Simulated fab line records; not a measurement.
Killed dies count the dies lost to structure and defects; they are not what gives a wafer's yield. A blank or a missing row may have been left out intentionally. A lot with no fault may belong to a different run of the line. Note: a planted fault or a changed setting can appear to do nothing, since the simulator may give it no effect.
Chamber matching ; flow gf180mcu ; GF_STI_ETCH_14 on rie-si-02: 4 sister chambers
The step etches Si in HBr/Cl2/O2, target depth 360 nm, time 102.9 s. 8 wafers are shown with their chamber, then 8 later ones without.

EACH WAFER AND ITS CHAMBER
wafer;chamber;drypump-motor-current-A (A);oes-product-au (a.u.)
L607.2;3;6.3;0.997
L616.1;1;5.8;0.983
L616.4;0;5.2;1.033
L616.5;3;6.2;1.003
L623.1;0;5.2;1.018
L623.3;2;5.4;0.993
L623.6;2;5.4;0.989
L624.1;1;5.7;0.988

WAFERS MISSING THEIR CHAMBER
wafer;drypump-motor-current-A (A);oes-product-au (a.u.)
L624.3;5.2;1.027
L624.6;5.2;1.034
L625.3;5.4;0.992
L625.4;6.3;0.987
L625.6;5.8;0.989
L626.2;5.8;0.980
L626.4;5.4;0.988
L626.6;5.8;0.983

THE CHAMBER EACH PASSED THROUGH
wafer;from the rows above;in truth
L624.3;0;0
L624.6;0;0
L625.3;2;2
L625.4;3;3
L625.6;1;1
L626.2;1;1
L626.4;2;2
L626.6;1;1
Placed correctly: 8 of 8. Left unplaced by these rows: 0. Number placed wrongly: 0.
How it was worked out, from the rows above alone: a wafer's distance from a chamber is the root of the sum, over the readings, of the square of ((its reading less the chamber's mean) divided by the reading's scatter). The wafer belongs to the nearest chamber; if the next one is less than 2 further off, it can't be placed. The mean given for a chamber averages the wafers shown for that chamber. How the scatter is found: for the shown wafers, subtract from each reading the mean of its chamber, square and add these, divide the total by (wafers less chambers), then take the root.
